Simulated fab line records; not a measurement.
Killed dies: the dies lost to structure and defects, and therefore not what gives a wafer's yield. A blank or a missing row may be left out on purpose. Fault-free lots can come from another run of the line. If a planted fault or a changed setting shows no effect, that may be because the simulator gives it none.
fab line records	flow sky130
record lots=11	wafers=33	lastDay=50
route steps=708 shown SD_N@350 LI_CONTACT@376 METAL1@454
lots that met no fault: taken from a fault-free run of the same line
startH: the number of hours between the record's first day and the start of the first shown wafer of the lot	waitH: hours since the lot's step before	" identical to the entry in the row above	L1.1+2: several wafers, shown together as one row	- no value present, or no start provided	* or withheld: withheld	< > ~ a bound
route shown NAME@n: a module of which the file shows steps, and the number in the route of the first	usual: mean and standard deviation over wafers with no fault	same: alike in all rows	chamber/n: place in a boat	sites: readings site by site	_std_site: the values' standard deviation	_edge_site: inner sites' mean taken away from outer sites' mean	radiusMm: how far each site lies from the wafer's centre	mask NAME#n: copy n	behind: tool/chamber where the wafer was last shaped	hold: why the lot went on hold/how many hours it stayed there/how the hold came to an end	device: transistor that didn't switch, given as n, p or np	end of line: the tests these same wafers got at the end of their route	a step given without rows: its recipe and nothing more	killed: dies lost to structure and defects at the first sort, not the wafer's yield	map: per-die view of a wafer (x killed, . not killed, _ where there is no die)
set.NAME: the run value of the setting; set.NAME@STEP: its run value at that earlier step	model.NAME: the simulator's own value behind a step, which no gauge read
the route's steps for a sample of lots (tables are steps, rows are wafers)
services: the hour from which a tool's chamber was out of use, counted from the record's first day as startH (under 0 if before that day), plus the number of hours and why
## steps
# step SKY_SD_N_OVL_MEAS_08
# usual SD_N_OVL=0.8/1.4
lot.wafer	tool	chamber	startH	waitH	SD_N_OVL[nm]
L715.1	overlay-01	-	649.08	0.1	0.2
L715.3	"	-	"	"	1.2
L715.5	"	-	"	"	1.2
L717.2	overlay-02	-	669.59	0.1	1.6
L717.4	"	-	"	"	1.3
L717.6	"	-	"	"	2.1
L719.2	overlay-01	-	673.30	0.1	-1.1
L719.3	"	-	"	"	-1.2
L719.6	"	-	"	"	-2.0
L723.4	overlay-02	-	722.16	0.1	2.6
L723.5	"	-	"	"	1.9
L723.6	"	-	"	"	1.8
L725.3	overlay-01	-	728.70	0.1	-0.8
L725.4	"	-	"	"	-0.4
L725.6	"	-	"	"	0.0
L726.3	overlay-02	-	733.25	0.1	2.0
L726.5	"	-	"	"	0.3
L726.6	"	-	"	"	2.1
L727.2	overlay-01	-	742.84	0.1	-1.4
L727.5	"	-	"	"	-2.2
L727.6	"	-	"	"	-2.3
L728.2	overlay-02	-	751.95	0.1	1.1
L728.4	"	-	"	"	-0.5
L728.6	"	-	"	"	0.5
L731.2	overlay-02	-	770.10	0.1	1.0
L731.5	"	-	"	"	1.6
L731.6	"	-	"	"	1.3
L736.1	overlay-01	-	808.18	0.1	0.0
L736.2	"	-	"	"	-0.3
L736.6	"	-	"	"	0.7
L738.1	overlay-02	-	822.14	0.1	0.8
L738.4	"	-	"	"	0.2
L738.5	"	-	"	"	0.7
# step SKY_LI_CONTACT_ETCH_14
# recipe chemistry=N2/H2	target=BARC	ionEnergyEv=200	sourceW=500	biasW=100	pressureMtorr=30	n2FlowSccm=100	h2FlowSccm=200	stopOn=SiO2	timeS=45.9	targetDepthA=600
# usual drypumpMotorCurrentA=5.7/0.42	oesProductAu=0.846/0.0044	throttleValvePct=13.224/0.0081
# same timeS=45.9
lot.wafer	tool	chamber	startH	waitH	drypumpMotorCurrentA	oesProductAu	rfHoursCounterH	throttleValvePct
L715.1	rieDiel-03	0	679.03	0.0	6.0	0.843	4	13.215
L715.3	"	1	"	"	5.8	0.845	9	13.216
L715.5	"	3	"	"	5.3	0.843	-	13.229
L717.2	rieDiel-02	2	699.32	0.0	6.4	0.847	1	13.211
L717.4	"	1	"	"	5.8	0.836	14	13.217
L717.6	"	2	"	"	6.4	0.846	-	13.222
L719.2	rieDiel-02	1	703.52	0.0	5.8	0.840	14	13.226
L719.3	"	0	"	"	5.1	0.841	2	13.224
L719.6	"	1	"	"	5.9	0.840	-	13.224
L723.4	rieDiel-04	2	751.23	0.0	5.7	0.849	14	13.235
L723.5	"	3	"	"	5.2	0.841	-	13.228
L723.6	"	0	"	"	5.8	0.839	-	13.222
L725.3	rieDiel-02	2	758.62	0.0	6.4	0.849	2	13.223
L725.4	"	1	"	"	5.8	0.846	15	13.239
L725.6	"	3	"	"	6.0	0.843	-	13.220
L726.3	rieDiel-02	0	762.08	0.0	5.0	0.846	3	13.218
L726.5	"	2	"	"	6.4	0.849	-	13.217
L726.6	"	1	"	"	5.8	0.845	-	13.240
L727.2	rieDiel-03	1	772.02	0.0	5.8	0.839	11	13.225
L727.5	"	3	"	"	5.3	0.839	-	13.223
L727.6	"	0	"	"	6.1	0.842	-	13.226
L728.2	rieDiel-02	0	780.32	0.0	5.0	0.844	3	13.220
L728.4	"	2	"	"	6.4	0.847	3	13.227
L728.6	"	3	"	"	6.0	0.847	-	13.219
L731.2	rieDiel-04	1	797.63	0.0	6.1	0.850	3	13.219
L731.5	"	0	"	"	5.8	0.850	-	13.225
L731.6	"	3	"	"	5.2	0.843	-	13.228
L736.1	rieDiel-03	0	835.88	0.0	6.1	0.850	9	13.227
L736.2	"	3	"	"	5.3	0.842	20	13.226
L736.6	"	2	"	"	5.2	0.848	-	13.235
L738.1	rieDiel-03	2	849.27	0.0	5.2	0.852	24	13.221
L738.4	"	3	"	"	5.3	0.846	21	13.215
L738.5	"	0	"	"	6.0	0.847	-	13.227
# step SKY_LI_CONTACT_CVD_21
# recipe material=W	targetThkNm=400	timeS=120.56	tempC=400	pressureTorr=40
# usual heaterPowerW=824/28	susceptorTempC=400.06/0.22
# same timeS=120.56
lot.wafer	tool	chamber	startH	waitH	heaterPowerW	susceptorTempC
L715.1	cvdW-01	0	679.60	0.0	780	399.97
L715.3	"	0	"	"	822	400.09
L715.5	"	1	"	"	819	399.67
L717.2	cvdW-02	1	699.88	0.0	801	400.20
L717.4	"	1	"	"	823	400.38
L717.6	"	0	"	"	863	400.23
L719.2	cvdW-02	0	704.08	0.0	865	400.38
L719.3	"	0	"	"	839	400.07
L719.6	"	0	"	"	871	400.26
L723.4	cvdW-01	0	751.85	0.1	841	399.53
L723.5	"	0	"	"	792	399.74
L723.6	"	1	"	"	808	400.15
L725.3	cvdW-01	0	759.22	0.1	786	398.00
L725.4	"	1	"	"	811	398.19
L725.6	"	1	"	"	816	397.93
L726.3	cvdW-01	0	762.71	0.1	786	397.86
L726.5	"	1	"	"	804	397.78
L726.6	"	0	"	"	795	398.28
L727.2	cvdW-01	0	772.60	0.0	800	397.78
L727.5	"	1	"	"	809	397.86
L727.6	"	0	"	"	773	397.73
L728.2	cvdW-01	1	780.90	0.0	802	397.90
L728.4	"	1	"	"	798	397.77
L728.6	"	1	"	"	805	397.82
L731.2	cvdW-02	1	798.20	0.0	792	399.96
L731.5	"	0	"	"	846	400.14
L731.6	"	1	"	"	804	399.79
L736.1	cvdW-01	1	836.65	0.0	825	399.96
L736.2	"	0	"	"	813	400.02
L736.6	"	1	"	"	833	399.73
L738.1	cvdW-01	1	849.83	0.0	827	399.97
L738.4	"	0	"	"	797	400.00
L738.5	"	1	"	"	831	400.24
# step SKY_LI_CONTACT_RS_MEAS_22
# recipe thkMeasGauge=four-point-probe	reads=W_of_LI_CONTACT_CVD_21+TiN_of_LI_CONTACT_SPUTTER_20+Ti_of_LI_CONTACT_SPUTTER_19
# usual LI_CONTACT_W_RS=0.2835/0.0027
lot.wafer	tool	chamber	startH	waitH	LI_CONTACT_W_RS[ohm/sq]
L715.1	filmMetro-01	-	679.73	0.1	0.2804
L715.3	"	-	"	"	0.2791
L715.5	"	-	"	"	0.2792
L717.2	filmMetro-02	-	700.03	0.1	0.2882
L717.4	"	-	"	"	0.2887
L717.6	"	-	"	"	0.2856
L719.2	filmMetro-01	-	704.23	0.1	0.2811
L719.3	"	-	"	"	0.2806
L719.6	"	-	"	"	0.2820
L723.4	filmMetro-02	-	751.99	0.1	0.2841
L723.5	"	-	"	"	0.2829
L723.6	"	-	"	"	0.2826
L725.3	filmMetro-04	-	759.35	0.1	0.2978
L725.4	"	-	"	"	0.2962
L725.6	"	-	"	"	0.2961
L726.3	filmMetro-04	-	762.84	0.1	0.2904
L726.5	"	-	"	"	0.2935
L726.6	"	-	"	"	0.2911
L727.2	filmMetro-04	-	772.74	0.1	0.2941
L727.5	"	-	"	"	0.2943
L727.6	"	-	"	"	0.2951
L728.2	filmMetro-01	-	781.04	0.1	0.2978
L728.4	"	-	"	"	0.2959
L728.6	"	-	"	"	0.2993
L731.2	filmMetro-04	-	798.35	0.1	0.2857
L731.5	"	-	"	"	0.2827
L731.6	"	-	"	"	0.2824
L736.1	filmMetro-02	-	836.77	0.1	0.2842
L736.2	"	-	"	"	0.2868
L736.6	"	-	"	"	0.2836
L738.1	filmMetro-01	-	849.96	0.1	0.2851
L738.4	"	-	"	"	0.2872
L738.5	"	-	"	"	0.2831
# step SKY_LI_CONTACT_THK_MEAS_23
# recipe thkMeasGauge=xrf	reads=W_of_LI_CONTACT_CVD_21
# usual LI_CONTACT_W_THK=398/6.7
lot.wafer	tool	chamber	startH	waitH	LI_CONTACT_W_THK[nm]
L715.1	filmMetro-01	-	679.85	0.1	403
L715.3	"	-	"	"	404
L715.5	"	-	"	"	405
L717.2	filmMetro-02	-	700.14	0.1	398
L717.4	"	-	"	"	398
L717.6	"	-	"	"	400
L719.2	filmMetro-01	-	704.34	0.1	399
L719.3	"	-	"	"	402
L719.6	"	-	"	"	403
L723.4	filmMetro-02	-	752.08	0.1	406
L723.5	"	-	"	"	407
L723.6	"	-	"	"	408
L725.3	filmMetro-04	-	759.45	0.1	373
L725.4	"	-	"	"	378
L725.6	"	-	"	"	374
L726.3	filmMetro-04	-	762.94	0.1	379
L726.5	"	-	"	"	377
L726.6	"	-	"	"	380
L727.2	filmMetro-04	-	772.85	0.1	378
L727.5	"	-	"	"	381
L727.6	"	-	"	"	377
L728.2	filmMetro-01	-	781.15	0.1	386
L728.4	"	-	"	"	386
L728.6	"	-	"	"	383
L731.2	filmMetro-04	-	798.46	0.1	394
L731.5	"	-	"	"	394
L731.6	"	-	"	"	396
L736.1	filmMetro-02	-	836.89	0.1	402
L736.2	"	-	"	"	398
L736.6	"	-	"	"	401
L738.1	filmMetro-01	-	850.08	0.1	396
L738.4	"	-	"	"	390
L738.5	"	-	"	"	396
# step SKY_METAL1_STRIP_20
# recipe chemistry=O2/N2	powerW=1400	pressureMtorr=1500	platenTempC=withheld	o2FlowSccm=3000	n2FlowSccm=300	overashFraction=0.5
# usual drypumpMotorCurrentA=6.0/0.45	oesProductAu=0.342/0.0048	stripTimeToEndpointS=2.68/0.047
lot.wafer	tool	chamber	startH	waitH	drypumpMotorCurrentA	oesProductAu	rfHoursCounterH	stripTimeToEndpointS
L715.1	plasmaAsher-02	1	766.61	0.1	6.0	0.340	92	2.65
L715.3	"	1	"	"	6.0	0.340	-	2.67
L715.5	"	1	"	"	6.0	0.340	-	2.65
L717.2	plasmaAsher-04	1	785.66	0.1	5.4	0.345	67	2.66
L717.4	"	1	"	"	5.4	0.343	-	2.65
L717.6	"	1	"	"	5.4	0.342	-	2.67
L719.2	plasmaAsher-03	0	789.41	0.1	6.6	0.346	5	2.69
L719.3	"	1	"	"	6.2	0.340	-	2.70
L719.6	"	1	"	"	6.3	0.345	-	2.64
L723.4	plasmaAsher-04	1	835.72	0.1	5.4	0.343	-	2.69
L723.5	"	1	"	"	5.4	0.340	-	2.67
L723.6	"	0	"	"	5.5	0.341	-	2.71
L725.3	plasmaAsher-03	1	842.05	0.1	6.3	0.345	-	2.67
L725.4	"	0	"	"	6.6	0.341	-	2.64
L725.6	"	0	"	"	6.6	0.332	-	2.65
L726.3	plasmaAsher-02	0	844.89	0.1	6.2	0.337	-	2.67
L726.5	"	0	"	"	6.2	0.347	-	2.67
L726.6	"	1	"	"	6.0	0.347	-	2.65
L727.2	plasmaAsher-04	1	855.69	0.1	5.4	0.344	74	2.63
L727.5	"	1	"	"	5.4	0.335	-	2.64
L727.6	"	0	"	"	5.5	0.341	-	2.62
L728.2	plasmaAsher-04	0	864.71	0.1	5.5	0.342	76	2.78
L728.4	"	1	"	"	5.4	0.341	-	2.76
L728.6	"	0	"	"	5.5	0.348	-	2.80
L731.2	plasmaAsher-04	0	880.71	0.1	5.5	0.337	78	2.64
L731.5	"	0	"	"	5.5	0.344	-	2.65
L731.6	"	1	"	"	5.4	0.339	-	2.66
L736.1	plasmaAsher-03	1	917.51	0.1	6.3	0.340	18	2.67
L736.2	"	0	"	"	6.6	0.342	18	2.69
L736.6	"	0	"	"	6.6	0.339	-	2.70
L738.1	plasmaAsher-02	0	929.86	0.1	6.2	0.344	109	2.72
L738.4	"	1	"	"	6.0	0.342	-	2.70
L738.5	"	0	"	"	6.2	0.350	-	2.66
## services
tool	chamber	startH	hours	kind
rieDiel-04	3	661.06	14.2	repair
rieDiel-03	-	724.92	1.6	repair
plasmaAsher-03	-	733.75	9.0	pm
rieDiel-03	0	755.05	2.0	repair
rieDiel-03	-	769.78	0.2	repair
rieDiel-03	-	776.04	0.5	repair
rieDiel-04	-	787.36	0.3	repair
rieDiel-04	1	789.21	6.0	repair
rieDiel-04	-	790.58	0.4	repair
cvdW-01	-	792.15	0.9	repair
rieDiel-03	2	807.17	1.8	repair
rieDiel-03	0	816.13	8.8	repair
cvdW-01	-	826.56	2.8	pm
cvdW-01	1	842.30	2.7	repair
cvdW-02	1	849.80	3.3	repair
rieDiel-04	2	851.78	5.5	repair
rieDiel-04	-	861.51	0.7	repair
rieDiel-03	2	885.68	11.1	repair
plasmaAsher-04	-	888.44	2.3	repair
cvdW-01	-	904.00	14.0	pm
cvdW-01	0	904.00	14.0	ventCycle
cvdW-02	-	923.32	2.8	pm
plasmaAsher-02	-	923.70	1.6	repair
plasmaAsher-02	-	923.72	0.9	repair
## key
firstSign step=SKY_LI_CONTACT_CVD_21	reading=susceptorTempC	direction=down	sigmas=9.9	usual=*	struck=*
effect step=SKY_LI_CONTACT_RS_MEAS_22	reading=LI_CONTACT_W_RS	direction=up	sigmas=4.2	usual=0.2835	struck=0.2951
effect step=SKY_LI_CONTACT_THK_MEAS_23	reading=LI_CONTACT_W_THK	direction=down	sigmas=2.8	usual=398	struck=379
metAt SKY_LI_CONTACT_CVD_21
struckLots L725,L726,L727,L728
testerLeftOut L725,L726,L727,L728
notActingAt SKY_SD_N_OVL_MEAS_08,SKY_LI_CONTACT_ETCH_14,SKY_METAL1_STRIP_20
onsetBetween 751.85 759.22
fault kind=processParameterDrift	tool=cvdW-01	chamber=-	onsetH=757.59	steps=SKY_LI_CONTACT_CVD_21	channel=tempC	offset=*	shape=step	endH=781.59	actsIn=*	stated=*
# testerLeftOut: of these lots the tester's yield and bins aren't shown, on N5 and GAA mostly nor the transistor test; their killed dies are dies lost to structure and defects alone, not to doping, threshold or leakage, so they don't give the yield
